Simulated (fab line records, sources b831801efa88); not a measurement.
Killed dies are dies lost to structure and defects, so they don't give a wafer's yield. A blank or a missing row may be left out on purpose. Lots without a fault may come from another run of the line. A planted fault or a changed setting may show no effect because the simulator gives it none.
One fault seen from 2 desks | flow gf180mcu | each desk has only its own numbers; what lay behind them comes last

THE TOOL OWNER'S DESK: rtp_anneal-01
The tool's own readings at GF_PSD_RTA_13 (time 20 s): means of the sampled wafers that have a number, for each lot that ran on this tool. A lot is out of limits, marked OUT, if its mean lies more than 4 standard deviations from the usual mean; the brackets give that distance.
Columns: A = anneal_temp_c_max at GF_PSD_RTA_13, usual 1029.6; B = lamp_power_pct at GF_PSD_RTA_13, usual 32.1 %; C = run_length_s at GF_PSD_RTA_13, usual 48.76 s; D = wafer_temp_C_max at GF_PSD_RTA_13, usual 1030.4
lot  | first seen here | A      | B    | C                | D
L815 | day 14 13:43    | 1028.5 | 29.8 | 48.56            | 1030.8
L817 | day 15 12:52    | 1028.8 | 29.7 | 48.57            | 1031.8
L822 | day 17 01:13    | 1029.2 | 29.7 | 50.33 (+5.8) OUT | 1030.7
L828 | day 19 07:24    | 1028.5 | 29.8 | 48.66            | 1030.3
L830 | day 19 22:39    | 1029.0 | 29.7 | 48.63            | 1031.5
L834 | day 21 05:09    | 1028.9 | 29.7 | 48.45            | 1030.2
L836 | day 21 20:55    | 1029.0 | 29.7 | 48.41            | 1030.0
This desk's finding: out of limits on L822; first on L822, day 17 01:13 (run_length_s at GF_PSD_RTA_13). In limits: L815, L817, L828, L830, L834, L836.

THE METROLOGY DESK
What the gauges read, lot by lot, whatever tool the lot ran on: means of the sampled wafers that have a number. A lot is out of limits, marked OUT, if its mean lies more than 4 standard deviations from the usual mean; the brackets give that distance.
Columns: A = DUAL_GATE_OXIDATION_00_THK at GF_DUAL_GATE_THK_MEAS_03, usual 10.98 nm
lot  | first seen here | A
L814 | day 7 21:09     | 11.06
L815 | day 8 00:47     | 10.45
L817 | day 8 18:17     | 10.71
L822 | day 9 22:40     | 11.09
L828 | day 11 12:58    | 11.14
L829 | day 11 19:22    | 11.36
L830 | day 12 03:58    | 11.32
L831 | day 12 10:31    | 11.03
L833 | day 12 20:26    | 11.10
L834 | day 13 04:58    | 11.05
L835 | day 13 14:13    | 10.96
L836 | day 13 17:49    | 10.61
L837 | day 14 01:32    | 11.45
This desk's finding: nothing out of limits on any of the 13 lots.

PUT TOGETHER
The tool owner's desk could have raised an alarm at day 17 01:13, on L822.
The metrology desk saw nothing out of limits.
The metrology desk has L822 on record, within its limits.
Of the lots named, all ran GF_PSD_RTA_13 on rtp_anneal-01.

WHAT THE SIMULATOR HAD PUT IN
Process parameter drift: rtp_anneal-01, from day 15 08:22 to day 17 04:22, at GF_PSD_RTA_13. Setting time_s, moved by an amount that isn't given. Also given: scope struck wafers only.
Lots struck among those shown: L822.
Hours from the fault's start to each desk's first reading out of limits: the tool owner's desk, 41.
